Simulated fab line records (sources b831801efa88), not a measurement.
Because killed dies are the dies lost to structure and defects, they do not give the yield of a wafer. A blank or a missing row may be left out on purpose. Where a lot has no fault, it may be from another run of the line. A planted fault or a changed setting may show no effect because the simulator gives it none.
Which tool did it? + flow gf180mcu + 6 lots, 18 wafers sampled, at 3 steps of a route of 602

## WHAT THE GAUGES READ, wafer by wafer
GF_TOP_METAL_CD_MEAS_14: target cd 440 nm.
| lot  | measured     | on       | cdNm (nm)         |
|------|--------------|----------|-------------------|
| L572 | day 29 05:56 | cdSem-02 | 439.4 438.2 439.5 |
| L574 | day 30 00:29 | cdSem-01 | 439.0 440.1 442.0 |
| L578 | day 31 08:40 | cdSem-02 | 442.1 441.5 441.6 |
| L580 | day 31 15:57 | cdSem-02 | 443.5 439.7 441.9 |
| L586 | day 33 04:35 | cdSem-02 | 439.3 439.4 439.0 |
| L591 | day 34 06:19 | cdSem-01 | 439.4 438.2 439.8 |

## WHAT TOOL EACH LOT RAN ON (gives the tool, then ch and the chambers of the sampled wafers, and finally the start)
| lot  | GF_V5_ETCH_17                                | GF_TOP_METAL_EXPOSE_11             |
|------|----------------------------------------------|------------------------------------|
| L572 | rieDiel-04 ch 2,3, day 28 21:17 or earlier   | ilineStepper-02 ch 0, day 28 21:17 |
| L574 | rieDiel-01 ch 0,1, day 29 15:08 or earlier   | ilineStepper-01 ch 0, day 29 15:08 |
| L578 | rieDiel-01 ch 0,1,2, day 30 23:40 or earlier | ilineStepper-02 ch 0, day 30 23:40 |
| L580 | rieDiel-01 ch 0,1, day 31 07:31 or earlier   | ilineStepper-01 ch 0, day 31 07:31 |
| L586 | rieDiel-01 ch 0,1,2, day 32 21:05 or earlier | ilineStepper-01 ch 0, day 32 21:05 |
| L591 | rieDiel-04 ch 0,2, day 33 22:31 or earlier   | ilineStepper-01 ch 0, day 33 22:31 |
- GF_V5_ETCH_17: etches SiO2 in C4F8/O2/Ar, stops on TiN, target depth 855 nm.
- GF_TOP_METAL_EXPOSE_11: exposes mask MetalTop, target cd 440 nm.

## THE ANSWER, worked out from the rows above alone
Rule: usual is defined by the lots themselves. Put in order of their means at a reading, lots are off if they are a third of the lots or fewer, leave a main group of 4 or more, and stand apart from it by a gap of 3 or more times the standard deviation of the main group's means; of several such gaps the widest counts. A main group is skipped when, at the precision printed for the reading in the tables above, its means are all equal. Also off: a lot with no number at a reading for which 4 or more lots have one. Any other lot the step has rows for is counted as sound.
No lot is off at any reading shown: from this, nothing can be told.

## WHAT HAD BEEN PUT IN BY THE SIMULATOR
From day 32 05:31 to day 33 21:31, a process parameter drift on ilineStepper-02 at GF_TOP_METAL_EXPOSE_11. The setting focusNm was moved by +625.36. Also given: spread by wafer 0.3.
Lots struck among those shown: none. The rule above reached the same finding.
